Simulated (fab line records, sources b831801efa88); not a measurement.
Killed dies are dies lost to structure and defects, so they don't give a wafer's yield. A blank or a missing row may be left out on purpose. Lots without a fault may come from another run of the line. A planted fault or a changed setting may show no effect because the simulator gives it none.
Chamber matching | flow gf180mcu | GF_DUAL_GATE_WET_ETCH_12 on wet_bench-02: 3 sister chambers
The step etches SiO2 in dHF, target depth 13 nm, time 260 s. 14 wafers are shown with their chamber, then 7 later ones without.

WAFERS WITH THEIR CHAMBER
wafer  | chamber | temp_c (C)
L977.1 | 1       | 25.20
L977.2 | 1       | 25.11
L977.4 | 1       | 25.19
L979.2 | 1       | 24.96
L979.4 | 1       | 24.98
L979.6 | 1       | 24.85
L980.2 | 1       | 25.28
L980.3 | 1       | 25.08
L980.6 | 1       | 25.09
L983.3 | 3       | 25.27
L983.4 | 3       | 25.08
L983.6 | 3       | 25.09
L991.3 | 2       | 24.84
L991.4 | 2       | 24.80

SIGNATURES (means of the wafers above)
reading | chamber 1 | chamber 2 | chamber 3 | scatter within a chamber
temp_c  | 25.0822   | 24.8200   | 25.1467   | 0.124
Rule: a wafer's distance from a chamber is the root of the sum, over the readings, of the square of ((its reading less the chamber's mean) divided by the reading's scatter). The wafer belongs to the nearest chamber; if the next one is less than 2 further off, it can't be placed. The scatter: the root of (the sum of the squares of (reading less its chamber's mean) over the shown wafers, divided by (wafers less chambers)).

WAFERS WITHOUT THEIR CHAMBER
wafer  | temp_c (C)
L991.6 | 24.87
L993.2 | 25.00
L993.5 | 25.14
L993.6 | 24.89
L999.2 | 24.76
L999.5 | 24.89
L999.6 | 24.97

WHICH CHAMBER EACH WENT THROUGH
wafer  | from the rows above          | in truth
L991.6 | can't be placed: 2 or 1 or 3 | 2
L993.2 | can't be placed: 1 or 3 or 2 | 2
L993.5 | can't be placed: 3 or 1      | 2
L993.6 | can't be placed: 2 or 1 or 3 | 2
L999.2 | 2                            | 2
L999.5 | can't be placed: 2 or 1 or 3 | 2
L999.6 | can't be placed: 1 or 2 or 3 | 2
Placed correctly: 1 of 7. Can't be placed from these rows: 6 (the true chamber is among the candidates in 5). Placed wrongly: 0.
